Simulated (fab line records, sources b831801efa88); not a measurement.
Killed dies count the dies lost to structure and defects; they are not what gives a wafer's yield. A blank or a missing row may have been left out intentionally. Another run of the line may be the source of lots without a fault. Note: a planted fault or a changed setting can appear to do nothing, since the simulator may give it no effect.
Commonality check across tools    flow sfq-line    Sample size 15 lots and 57 wafers

== WHY IT WAS OPENED ==
4 of 15 lots carry a flag on the reading M7_OVL at SFQ_M7_OVL_MEAS_945. Fault-free wafers read 1 nm, with a standard deviation of 4.6.
Rule: a lot is flagged in two cases, either no wafer of it has a number, or all its wafers with numbers fall more than 4 standard deviations from that mean. The rest of the lots are taken to be sound.

lot   measured      on          M7_OVL (nm), wafer by wafer  flag
L504  day 76 15:14  overlay-02  0 0 -3                       
L505  day 76 19:12  overlay-01  9 5 5                        
L506  day 76 22:48  overlay-01  5 -1 2                       
L507  day 77 05:59  overlay-02  4 9 3                        
L508  day 77 07:11  overlay-02  1 -3 2                       
L509  day 77 15:16  overlay-01  58 65 61 61 68 65            FLAGGED
L510  day 77 18:53  overlay-01  64 67 57 62 66 66            FLAGGED
L511  day 78 04:39  overlay-01  63 70 63 67 74 67            FLAGGED
L512  day 78 09:22  overlay-01  65 72 64 69 75 68            FLAGGED
L516  day 82 19:07  overlay-01  -2 2 -3                      
L517  day 82 21:31  overlay-01  5 10 15                      
L518  day 83 23:16  overlay-02  -1 -4 3                      
L519  day 87 01:40  overlay-01  3 -3 -1                      
L520  day 87 05:16  overlay-01  3 2 0                        
L521  day 87 10:04  overlay-02  -7 -6 -3                     
The numbers of the flagged lots are 66 nm on average: +65 nm against the usual, or +14 standard deviations.

== WHICH TOOL RAN EACH LOT ==
The record keeps 1 process step preceding the reading, out of 325 steps on the route. Each cell gives the tool, then ch followed by the chambers the sampled wafers passed through, then the start.
lot   flag     SFQ_TRILAYER_M7_LITHO_EXPOSE_178
L504           krf-scanner-02 ch 0, day 76 13:56
L505           krf-scanner-02 ch 0, day 76 17:42
L506           krf-scanner-02 ch 0, day 76 21:18
L507           krf-scanner-01 ch 0, day 77 04:29
L508           krf-scanner-01 ch 0, day 77 05:41
L509  FLAGGED  krf-scanner-01 ch 0, day 77 13:46
L510  FLAGGED  krf-scanner-01 ch 0, day 77 17:34
L511  FLAGGED  krf-scanner-01 ch 0, day 78 03:21
L512  FLAGGED  krf-scanner-01 ch 0, day 78 07:52
L516           krf-scanner-02 ch 0, day 82 17:37
L517           krf-scanner-02 ch 0, day 82 20:25
L518           krf-scanner-02 ch 0, day 83 21:58
L519           krf-scanner-02 ch 0, day 87 00:34
L520           krf-scanner-02 ch 0, day 87 03:58
L521           krf-scanner-02 ch 0, day 87 08:46
What these steps do:
- SFQ_TRILAYER_M7_LITHO_EXPOSE_178: exposes mask M7, target cd 500 nm.
- SFQ_M7_OVL_MEAS_945

== FLAGGED AGAINST TOTAL, ONE TOOL AT A TIME (gauges that did the reading follow at the end) ==
step                              tool            lots run  flagged  share of the flagged lots  sound lots run after its first flagged lot
SFQ_TRILAYER_M7_LITHO_EXPOSE_178  krf-scanner-01  6         4        all                        0
SFQ_TRILAYER_M7_LITHO_EXPOSE_178  krf-scanner-02  9         0        none                       -
SFQ_M7_OVL_MEAS_945               overlay-01      10        4        all                        4 (L516,L517,L519,L520)
SFQ_M7_OVL_MEAS_945               overlay-02      5         0        none                       -

== WHAT IS ALLOWED BY THE TABLE ==
Every flagged lot went through 2 rows of the table: krf-scanner-01 at SFQ_TRILAYER_M7_LITHO_EXPOSE_178 and overlay-01 at SFQ_M7_OVL_MEAS_945.
- krf-scanner-01 at SFQ_TRILAYER_M7_LITHO_EXPOSE_178: 4 of its 6 lots flagged. Its last sound lot is L508 (day 77 05:41), its first flagged lot L509 (day 77 13:46): a fault that began between those two fits.
- overlay-01 at SFQ_M7_OVL_MEAS_945: 4 of its 10 lots flagged. Sound lots followed the first flagged one (L516, L517, L519, L520) on it, something a lasting fault affecting the whole tool could not allow.
Just one tool remains: krf-scanner-01 at SFQ_TRILAYER_M7_LITHO_EXPOSE_178.

== WHAT THE SIMULATOR PUT IN ==
Scanner matching overlay: krf-scanner-01, from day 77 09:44 on, at SFQ_TRILAYER_M7_LITHO_EXPOSE_178. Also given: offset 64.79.
Shown lots that were struck: L509, L510, L511, L512. The same result came from the rule above.
